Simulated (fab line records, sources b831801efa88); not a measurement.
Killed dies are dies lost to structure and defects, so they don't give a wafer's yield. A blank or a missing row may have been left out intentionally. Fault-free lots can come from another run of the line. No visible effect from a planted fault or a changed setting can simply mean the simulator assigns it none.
Matching of chambers / flow sky130 / SKY_LI_CONTACT_CMP_24 on cmp-01: 4 sister chambers
The step polishes, stops on PSG, t overpolish 20 s, target thk 0 nm. 4 wafers are shown with their chamber, then 10 later ones without.

## WAFERS PAIRED WITH THEIR CHAMBERS
wafer=L113.6; chamber=0; motorCurrentA (A)=11.7
wafer=L114.6; chamber=2; motorCurrentA (A)=10.6
wafer=L122.1; chamber=1; motorCurrentA (A)=10.9
wafer=L122.4; chamber=3; motorCurrentA (A)=10.7

## WAFERS MISSING THEIR CHAMBER
wafer=L122.6; motorCurrentA (A)=10.9
wafer=L124.2; motorCurrentA (A)=11.0
wafer=L124.5; motorCurrentA (A)=11.3
wafer=L124.6; motorCurrentA (A)=10.5
wafer=L127.1; motorCurrentA (A)=11.3
wafer=L127.3; motorCurrentA (A)=10.9
wafer=L127.6; motorCurrentA (A)=11.4
wafer=L126.1; motorCurrentA (A)=11.3
wafer=L126.2; motorCurrentA (A)=10.3
wafer=L126.3; motorCurrentA (A)=11.9

## WHICH CHAMBER EACH ONE RAN IN
wafer=L122.6; from the rows above=can't be placed: 1 or 3 or 2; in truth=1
wafer=L124.2; from the rows above=can't be placed: 1 or 3 or 2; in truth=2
wafer=L124.5; from the rows above=can't be placed: 0 or 1 or 3 or 2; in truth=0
wafer=L124.6; from the rows above=can't be placed: 2 or 3 or 1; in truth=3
wafer=L127.1; from the rows above=can't be placed: 0 or 1 or 3 or 2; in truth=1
wafer=L127.3; from the rows above=can't be placed: 1 or 3 or 2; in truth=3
wafer=L127.6; from the rows above=can't be placed: 0 or 1 or 3 or 2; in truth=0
wafer=L126.1; from the rows above=can't be placed: 0 or 1 or 3 or 2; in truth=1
wafer=L126.2; from the rows above=can't be placed: 2 or 3 or 1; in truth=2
wafer=L126.3; from the rows above=0; in truth=0
Correctly placed: 1 of 10. These rows do not allow placing 9 (true chamber among the candidates in 9). Number placed wrongly: 0.
How it was worked out, from the rows above alone: a wafer's distance from a chamber is the root of the sum, over the readings, of the square of ((its reading less the chamber's mean) divided by the reading's scatter). The wafer belongs to the nearest chamber; if the next one is less than 2 further off, it can't be placed. For every chamber, the mean is computed from those of its wafers that are shown. The scatter (one wafer shown for each chamber): square how far every hidden wafer sits from the nearest shown wafer, average those squares and take the square root.
